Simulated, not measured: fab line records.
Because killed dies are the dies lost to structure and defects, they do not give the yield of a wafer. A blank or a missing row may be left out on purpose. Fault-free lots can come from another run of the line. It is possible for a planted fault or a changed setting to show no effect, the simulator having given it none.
Comparing a struck lot with a sound one :: flow gf180mcu :: 29 steps out of a route of 602
Sound: wafers L291.1, L291.4, L291.5. Struck: wafer L280.5 (L280.1, L280.6, from the same lot, were not struck and are left out); the cause is given at the end.
Per side, at each step with rows, come the tool, then ch with its chambers, and then its first start. Under that, the readings that differ: sound wafers :: struck wafers :: difference of the means :: sigmas: that difference in standard deviations of wafers without a fault.
alike: readings with means less than 2 such deviations apart, plus words and numbers identical on both sides. not compared: withheld readings, readings lacking a value on some wafer, bounds such as >300 that could conceal the same value, and numbers that have no deviation in the record and whose values overlap.
A row with sigmas, a row that says differs or no value, or rows on one side alone: a step with any of these is where the two part. Numbers that have no deviation but don't overlap get no sigmas and don't part them. A reading missing from all wafers of one side parts the sides only when that side holds two or more wafers.

first, 6 steps without rows for these wafers: GF_HV_LDD_IMPLANT_48; GF_HV_LDD_STRIP_49 (strips in O2/N2); GF_HV_LDD_CLEAN_51 (cleans in SC1/SC2, time 150 s); GF_HV_LDD_RTA_52 (time 10 s); GF_HV_LDD_CVD_54 (deposits SiO2 from TEOS, target thk 10 nm, time 75 s); GF_HV_LDD_CVD_56 (deposits Si3N4 from DCS/NH3, target thk 90 nm, time 1543 s).
GF_HV_LDD_ETCHBACK_58: etches Si3N4 in CH3F/O2, stops on SiO2, time 100 s, target depth 90 nm.
  sound on rie_diel-04 ch 0,1,3, day 19 14:44; struck on rie_diel-04 ch 0, day 15 20:59
reading: chamber_pressure_mTorr (mTorr)
sound: 24.955 24.984 24.955
struck: 25.042
difference: +0.077
sigmas: +3
  alike: drypump_motor_current_A, oes_product_au, throttle_valve_pct
  not compared: rf_hours_counter_h
then, 21 steps without rows for these wafers: GF_NSD_DEHYDRATE_00 (time 60 s); GF_NSD_HMDS_01 (prime time 60 s); GF_NSD_COAT_02 (resist thk 1000 nm); GF_NSD_SOFTBAKE_03 (time 60 s); GF_NSD_EXPOSE_04 (exposes mask Nplus, target cd 400 nm); GF_NSD_PEB_05; GF_NSD_DEVELOP_06 (develop time 60 s); GF_NSD_IMPLANT_09; GF_NSD_IMPLANT_10; GF_NSD_STRIP_11 (strips in O2/N2); GF_PSD_DEHYDRATE_00 (time 60 s); GF_PSD_HMDS_01 (prime time 60 s); GF_PSD_COAT_02 (resist thk 1000 nm); GF_PSD_SOFTBAKE_03 (time 60 s); GF_PSD_EXPOSE_04 (exposes mask Pplus, target cd 400 nm); GF_PSD_PEB_05; GF_PSD_DEVELOP_06 (develop time 60 s); GF_PSD_IMPLANT_09; GF_PSD_STRIP_10 (strips in O2/N2); GF_PSD_CLEAN_12 (cleans in SC1/SC2, time 150 s); GF_PSD_RTA_13 (time 20 s).
-- the record jumps here: 16 days lie between the struck wafers' starts before and after (it left off in module PSD and takes up again in module PASSIVATION, whose first step shown is number 602 of the route) --
GF_PASSIVATION_PROBE_99:
  rows exist in the record for the struck wafers here (prober-01, day 31 20:24), but not for the sound ones

## WHERE THEY PART
First at GF_HV_LDD_ETCHBACK_58; last, within this record, at GF_PASSIVATION_PROBE_99.

WHY: what the simulator had put in
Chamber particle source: rie_diel-04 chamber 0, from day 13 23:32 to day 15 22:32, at GF_HV_LDD_ETCHBACK_58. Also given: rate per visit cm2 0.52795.
